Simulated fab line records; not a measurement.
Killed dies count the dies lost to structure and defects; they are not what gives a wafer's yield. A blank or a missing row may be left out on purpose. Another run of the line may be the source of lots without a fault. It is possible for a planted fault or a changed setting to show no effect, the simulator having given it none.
fab line records ; flow gf180mcu
record: lots: 13; wafers: 39; last-day: 35
route steps=602 shown HV_LDD@187 M1@329 V1@358
lots untouched by any fault: they come from a run of this same line in which no faults occurred
start-h: hours from the record's opening day to when the first of the lot's shown wafers began ; wait-h: hours since the lot's step before ; " identical to the entry in the row above ; L1.1+2: several wafers, shown together as one row ; - no value present, or no start provided ; * or withheld: withheld ; < > ~ a bound
route shown NAME@n: names a module that has steps shown in the file, with the first one's number in the route ; usual: mean/standard deviation taken from wafers without a fault ; same: alike in all rows ; chamber/n: place in a boat ; sites: readings site by site ; _std_site: standard deviation of those values ; _edge_site: the outer-site mean with the inner-site mean subtracted ; radius-mm: how far each site lies from the wafer's centre ; mask NAME#n: copy n ; behind: tool/chamber where the wafer was last shaped ; hold: the reason the lot was held/the length of the hold in hours/how it ended ; device: whichever transistor did not switch (one of n, p or np) ; end of line: the same wafers' tests at the end of the route ; a step without rows: its recipe alone ; killed: count of dies lost to structure and defects at first sort (not the wafer's yield) ; map: shows each die of a wafer: x if killed, . if not, _ if none is there
set.NAME: the setting as run; set.NAME@STEP: as run at that earlier step ; model.NAME: the simulator's own value behind a step, which no gauge read
a sample of lots followed through the steps of the route, with each step as a table and each wafer as a row
services: a tool's chamber out of use, with start hour (start-h, from the record's first day; less than 0 if before it), hours out, and reason
== steps ==
step: GF_HV_LDD_TW_MEAS_11
usual: HV_LDD_TW: 2391/38
lot.wafer;tool;chamber;start-h;wait-h;HV_LDD_TW
L972.1;film-metro-01;-;221.66;0.1;2430
L972.4;film-metro-01;-;221.66;0.1;2432
L972.5;film-metro-01;-;221.66;0.1;2424
L973.2;film-metro-03;-;225.96;0.1;2369
L973.4;film-metro-03;-;225.96;0.1;2368
L973.5;film-metro-03;-;225.96;0.1;2349
L974.1;film-metro-02;-;233.85;0.1;2434
L974.3;film-metro-02;-;233.85;0.1;2419
L974.4;film-metro-02;-;233.85;0.1;2413
L975.1;film-metro-03;-;249.00;0.1;2327
L975.3;film-metro-03;-;249.00;0.1;2341
L975.6;film-metro-03;-;249.00;0.1;2332
L976.1;film-metro-03;-;255.56;0.1;2335
L976.2;film-metro-03;-;255.56;0.1;2350
L976.5;film-metro-03;-;255.56;0.1;2339
L977.1;film-metro-02;-;263.74;0.1;2429
L977.2;film-metro-02;-;263.74;0.1;2434
L977.6;film-metro-02;-;263.74;0.1;2431
L978.3;film-metro-03;-;274.51;0.1;2361
L978.4;film-metro-03;-;274.51;0.1;2357
L978.6;film-metro-03;-;274.51;0.1;2344
L986.2;film-metro-02;-;329.40;0.1;2415
L986.3;film-metro-02;-;329.40;0.1;2421
L986.5;film-metro-02;-;329.40;0.1;2403
L987.1;film-metro-03;-;336.06;0.1;2339
L987.4;film-metro-03;-;336.06;0.1;2333
L987.6;film-metro-03;-;336.06;0.1;2323
L988.3;film-metro-03;-;341.47;0.1;2349
L988.4;film-metro-03;-;341.47;0.1;2340
L988.6;film-metro-03;-;341.47;0.1;2343
L991.1;film-metro-02;-;368.86;0.1;2427
L991.4;film-metro-02;-;368.86;0.1;2429
L991.5;film-metro-02;-;368.86;0.1;2436
L993.2;film-metro-01;-;383.10;0.1;2422
L993.3;film-metro-01;-;383.10;0.1;2433
L993.6;film-metro-01;-;383.10;0.1;2419
L995.2;film-metro-03;-;401.65;0.1;2354
L995.4;film-metro-03;-;401.65;0.1;2348
L995.5;film-metro-03;-;401.65;0.1;2352
step: GF_HV_LDD_IMPLANT_35
recipe: species: P; energy-kev: 60; dose-cm2: 7.5e+12; tilt-deg: 30; rotation-deg: 180
usual: dose-ions-cm2: 7.499e+12/8.5e+09; rotation-deg: 180.00/0.033; tilt-deg: 30.003/0.021
lot.wafer;tool;chamber;start-h;wait-h;dose-ions-cm2;rotation-deg;tilt-deg
L972.1;implanter-01;0;260.95;0.1;7.497e+12;180.07;30.028
L972.4;implanter-01;0;260.95;0.1;7.491e+12;179.99;29.993
L972.5;implanter-01;0;260.95;0.1;7.487e+12;180.02;30.004
L973.2;implanter-01;0;265.48;0.1;7.498e+12;180.01;29.990
L973.4;implanter-01;0;265.48;0.1;7.485e+12;180.04;29.990
L973.5;implanter-01;0;265.48;0.1;7.498e+12;179.98;30.002
L974.1;implanter-01;0;272.54;0.1;7.493e+12;179.97;29.997
L974.3;implanter-01;0;272.54;0.1;7.501e+12;179.96;29.978
L974.4;implanter-01;0;272.54;0.1;7.492e+12;179.97;30.018
L975.1;implanter-02;0;288.95;0.1;7.495e+12;179.95;30.046
L975.3;implanter-02;0;288.95;0.1;7.509e+12;180.01;30.057
L975.6;implanter-02;0;288.95;0.1;7.513e+12;179.95;30.028
L976.1;implanter-01;0;296.00;0.1;7.512e+12;179.96;29.985
L976.2;implanter-01;0;296.00;0.1;7.491e+12;180.03;30.017
L976.5;implanter-01;0;296.00;0.1;7.503e+12;179.97;29.991
L977.1;implanter-01;0;305.20;0.1;7.496e+12;179.91;30.005
L977.2;implanter-01;0;305.20;0.1;7.496e+12;179.98;30.018
L977.6;implanter-01;0;305.20;0.1;7.499e+12;179.95;30.018
L978.3;implanter-01;0;315.89;0.1;7.51e+12;179.99;30.013
L978.4;implanter-01;0;315.89;0.1;7.512e+12;179.97;30.027
L978.6;implanter-01;0;315.89;0.1;7.494e+12;179.95;30.019
L986.2;implanter-04;0;374.71;0.1;7.502e+12;180.04;30.010
L986.3;implanter-04;0;374.71;0.1;7.486e+12;180.00;30.017
L986.5;implanter-04;0;374.71;0.1;7.493e+12;180.03;30.018
L987.1;implanter-01;0;381.39;0.1;7.508e+12;180.03;-0.016
L987.4;implanter-01;0;381.39;0.1;7.506e+12;179.99;-0.024
L987.6;implanter-01;0;381.39;0.1;7.512e+12;179.97;-0.017
L988.3;implanter-01;0;388.36;0.1;7.508e+12;180.00;0.022
L988.4;implanter-01;0;388.36;0.1;7.513e+12;179.96;0.026
L988.6;implanter-01;0;388.36;0.1;7.507e+12;180.02;0.025
L991.1;implanter-04;0;416.30;0.1;7.504e+12;179.96;30.000
L991.4;implanter-04;0;416.30;0.1;7.496e+12;179.99;30.024
L991.5;implanter-04;0;416.30;0.1;7.486e+12;180.00;30.025
L993.2;implanter-04;0;431.43;0.1;7.498e+12;179.97;30.022
L993.3;implanter-04;0;431.43;0.1;7.499e+12;180.00;30.016
L993.6;implanter-04;0;431.43;0.1;7.489e+12;180.01;30.026
L995.2;implanter-04;0;450.71;0.1;7.495e+12;180.00;30.003
L995.4;implanter-04;0;450.71;0.1;7.492e+12;180.02;29.973
L995.5;implanter-04;0;450.71;0.1;7.496e+12;179.98;29.995
step: GF_HV_LDD_RS_MEAS_53
recipe: thk-meas-gauge: four-point-probe
usual: HV_LDD_RS: 418.4/1.1
lot.wafer;tool;chamber;start-h;wait-h;HV_LDD_RS[ohm/sq]
L972.1;film-metro-03;-;281.89;0.1;416.4
L972.4;film-metro-03;-;281.89;0.1;417.1
L972.5;film-metro-03;-;281.89;0.1;417.1
L973.2;film-metro-01;-;287.13;0.1;419.7
L973.4;film-metro-01;-;287.13;0.1;419.3
L973.5;film-metro-01;-;287.13;0.1;420.2
L974.1;film-metro-01;-;292.61;0.1;418.3
L974.3;film-metro-01;-;292.61;0.1;419.3
L974.4;film-metro-01;-;292.61;0.1;419.5
L975.1;film-metro-01;-;310.84;0.1;421.4
L975.3;film-metro-01;-;310.84;0.1;420.5
L975.6;film-metro-01;-;310.84;0.1;421.2
L976.1;film-metro-02;-;316.87;0.1;416.9
L976.2;film-metro-02;-;316.87;0.1;417.3
L976.5;film-metro-02;-;316.87;0.1;416.8
L977.1;film-metro-03;-;327.19;0.1;416.8
L977.2;film-metro-03;-;327.19;0.1;416.7
L977.6;film-metro-03;-;327.19;0.1;415.4
L978.3;film-metro-03;-;337.90;0.1;418.6
L978.4;film-metro-03;-;337.90;0.1;418.9
L978.6;film-metro-03;-;337.90;0.1;418.7
L986.2;film-metro-01;-;398.70;0.1;418.0
L986.3;film-metro-01;-;398.70;0.1;417.6
L986.5;film-metro-01;-;398.70;0.1;418.6
L987.1;film-metro-02;-;405.89;0.1;374.0
L987.4;film-metro-02;-;405.89;0.1;374.7
L987.6;film-metro-02;-;405.89;0.1;373.7
L988.3;film-metro-01;-;413.01;0.1;374.3
L988.4;film-metro-01;-;413.01;0.1;373.9
L988.6;film-metro-01;-;413.01;0.1;374.0
L991.1;film-metro-03;-;440.53;0.1;419.1
L991.4;film-metro-03;-;440.53;0.1;418.6
L991.5;film-metro-03;-;440.53;0.1;419.6
L993.2;film-metro-02;-;455.73;0.1;418.3
L993.3;film-metro-02;-;455.73;0.1;418.0
L993.6;film-metro-02;-;455.73;0.1;419.1
L995.2;film-metro-01;-;476.64;0.1;418.6
L995.4;film-metro-01;-;476.64;0.1;419.1
L995.5;film-metro-01;-;476.64;0.1;417.2
step: GF_M1_CD_MEAS_14
recipe: target-cd-nm: 230
usual: cd-nm: 230.2/1
lot.wafer;tool;chamber;start-h;wait-h;cd-nm
L972.1;cd-sem-02;-;396.85;0.1;230.6
L972.4;cd-sem-02;-;396.85;0.1;230.1
L972.5;cd-sem-02;-;396.85;0.1;230.2
L973.2;cd-sem-02;-;403.32;0.1;230.4
L973.4;cd-sem-02;-;403.32;0.1;231.2
L973.5;cd-sem-02;-;403.32;0.1;229.7
L974.1;cd-sem-01;-;408.45;0.1;230.1
L974.3;cd-sem-01;-;408.45;0.1;230.1
L974.4;cd-sem-01;-;408.45;0.1;231.2
L975.1;cd-sem-02;-;429.20;0.1;231.0
L975.3;cd-sem-02;-;429.20;0.1;231.2
L975.6;cd-sem-02;-;429.20;0.1;230.5
L976.1;cd-sem-01;-;438.66;0.1;229.8
L976.2;cd-sem-01;-;438.66;0.1;232.1
L976.5;cd-sem-01;-;438.66;0.1;231.6
L977.1;cd-sem-01;-;450.76;0.1;231.5
L977.2;cd-sem-01;-;450.76;0.1;231.3
L977.6;cd-sem-01;-;450.76;0.1;231.4
L978.3;cd-sem-01;-;460.00;0.1;229.2
L978.4;cd-sem-01;-;460.00;0.1;229.7
L978.6;cd-sem-01;-;460.00;0.1;229.5
L986.2;cd-sem-02;-;527.01;0.1;231.9
L986.3;cd-sem-02;-;527.01;0.1;231.4
L986.5;cd-sem-02;-;527.01;0.1;230.2
L987.1;cd-sem-01;-;533.34;0.1;230.5
L987.4;cd-sem-01;-;533.34;0.1;230.2
L987.6;cd-sem-01;-;533.34;0.1;229.1
L988.3;cd-sem-01;-;538.58;0.1;230.3
L988.4;cd-sem-01;-;538.58;0.1;230.2
L988.6;cd-sem-01;-;538.58;0.1;230.6
L991.1;cd-sem-02;-;563.21;0.1;228.5
L991.4;cd-sem-02;-;563.21;0.1;227.3
L991.5;cd-sem-02;-;563.21;0.1;227.6
L993.2;cd-sem-01;-;579.31;0.1;230.6
L993.3;cd-sem-01;-;579.31;0.1;232.0
L993.6;cd-sem-01;-;579.31;0.1;232.4
L995.2;cd-sem-02;-;601.98;0.1;229.7
L995.4;cd-sem-02;-;601.98;0.1;230.3
L995.5;cd-sem-02;-;601.98;0.1;229.4
step: GF_V1_CVD_23
recipe: material: W; target-thk-nm: 350; time-s: 105.05; temp-c: 400; pressure-torr: 40
usual: heater-power-w: 872/100
lot.wafer;tool;chamber;start-h;wait-h;heater-power-w
L972.1;cvd-w-01;1;422.71;0.0;969
L972.4;cvd-w-01;1;422.71;0.0;959
L972.5;cvd-w-01;0;422.71;0.0;912
L973.2;cvd-w-01;1;429.63;0.0;973
L973.4;cvd-w-01;1;429.63;0.0;978
L973.5;cvd-w-01;0;429.63;0.0;914
L974.1;cvd-w-01;1;435.04;0.0;975
L974.3;cvd-w-01;1;435.04;0.0;977
L974.4;cvd-w-01;0;435.04;0.0;927
L975.1;cvd-w-02;0;455.11;0.0;834
L975.3;cvd-w-02;1;455.11;0.0;728
L975.6;cvd-w-02;0;455.11;0.0;849
L976.1;cvd-w-01;1;466.00;0.0;997
L976.2;cvd-w-01;0;466.00;0.0;944
L976.5;cvd-w-01;1;466.00;0.0;985
L977.1;cvd-w-01;0;477.88;0.0;906
L977.2;cvd-w-01;1;477.88;0.0;981
L977.6;cvd-w-01;1;477.88;0.0;974
L978.3;cvd-w-02;1;486.75;0.1;729
L978.4;cvd-w-02;0;486.75;0.1;825
L978.6;cvd-w-02;0;486.75;0.1;835
L986.2;cvd-w-02;0;552.05;0.0;834
L986.3;cvd-w-02;1;552.05;0.0;720
L986.5;cvd-w-02;0;552.05;0.0;833
L987.1;cvd-w-01;1;558.30;0.0;952
L987.4;cvd-w-01;0;558.30;0.0;935
L987.6;cvd-w-01;1;558.30;0.0;972
L988.3;cvd-w-02;0;577.53;0.1;828
L988.4;cvd-w-02;1;577.53;0.1;699
L988.6;cvd-w-02;1;577.53;0.1;728
L991.1;cvd-w-02;0;587.30;0.0;840
L991.4;cvd-w-02;0;587.30;0.0;842
L991.5;cvd-w-02;0;587.30;0.0;854
L993.2;cvd-w-02;0;604.58;0.0;841
L993.3;cvd-w-02;1;604.58;0.0;706
L993.6;cvd-w-02;0;604.58;0.0;857
L995.2;cvd-w-02;0;625.43;0.0;815
L995.4;cvd-w-02;0;625.43;0.0;841
L995.5;cvd-w-02;1;625.43;0.0;714
== services ==
tool;chamber;start-h;hours;kind
implanter-01;-;258.61;1.4;repair
implanter-04;-;275.50;52.6;pm
cvd-w-02;-;280.14;1.0;repair
implanter-01;-;289.29;3.8;pm
implanter-02;-;300.90;42.0;repair
implanter-01;-;321.26;2.2;repair
cvd-w-02;0;322.86;13.4;repair
implanter-04;-;330.94;2.3;repair
implanter-04;-;350.54;2.4;repair
implanter-02;-;355.88;1.8;repair
implanter-04;-;356.45;1.2;repair
implanter-02;-;363.95;22.6;repair
cvd-w-01;-;390.00;14.0;pm
cvd-w-02;1;421.58;3.5;repair
implanter-01;-;427.86;18.2;pm
cvd-w-01;-;435.44;1.3;repair
implanter-01;-;456.13;1.5;repair
implanter-01;-;482.64;1.6;repair
implanter-01;-;523.13;2.7;repair
cvd-w-01;1;544.27;9.4;repair
cvd-w-01;-;565.14;0.6;repair
implanter-04;-;576.15;5.8;pm
implanter-04;-;603.23;6.0;repair
implanter-04;-;621.04;1.1;repair
== key ==
first-sign: step: GF_HV_LDD_IMPLANT_35; reading: tilt-deg; direction: down; sigmas: 99+; usual: 30.003; struck: 0.002
effect: step: GF_HV_LDD_RS_MEAS_53; reading: HV_LDD_RS; direction: down; sigmas: 39; usual: 418.4; struck: 374.1
met-at GF_HV_LDD_IMPLANT_35
struck-lots L987,L988
tester-left-out L987,L988
not-acting-at GF_HV_LDD_TW_MEAS_11,GF_M1_CD_MEAS_14,GF_V1_CVD_23
onset-between 315.89 381.39
fault: kind: process-parameter-drift; tool: implanter-01; chamber: -; onset-h: 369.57; steps: GF_HV_LDD_IMPLANT_35; channel: tilt-deg; offset: -30; shape: step; end-h: 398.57; acts-in: these-recipes-only; stated: 30
tester-left-out: of these lots the tester's yield and bins aren't shown, on N5 and GAA mostly nor the transistor test; their killed dies are dies lost to structure and defects alone, not to doping, threshold or leakage, so they don't give the yield
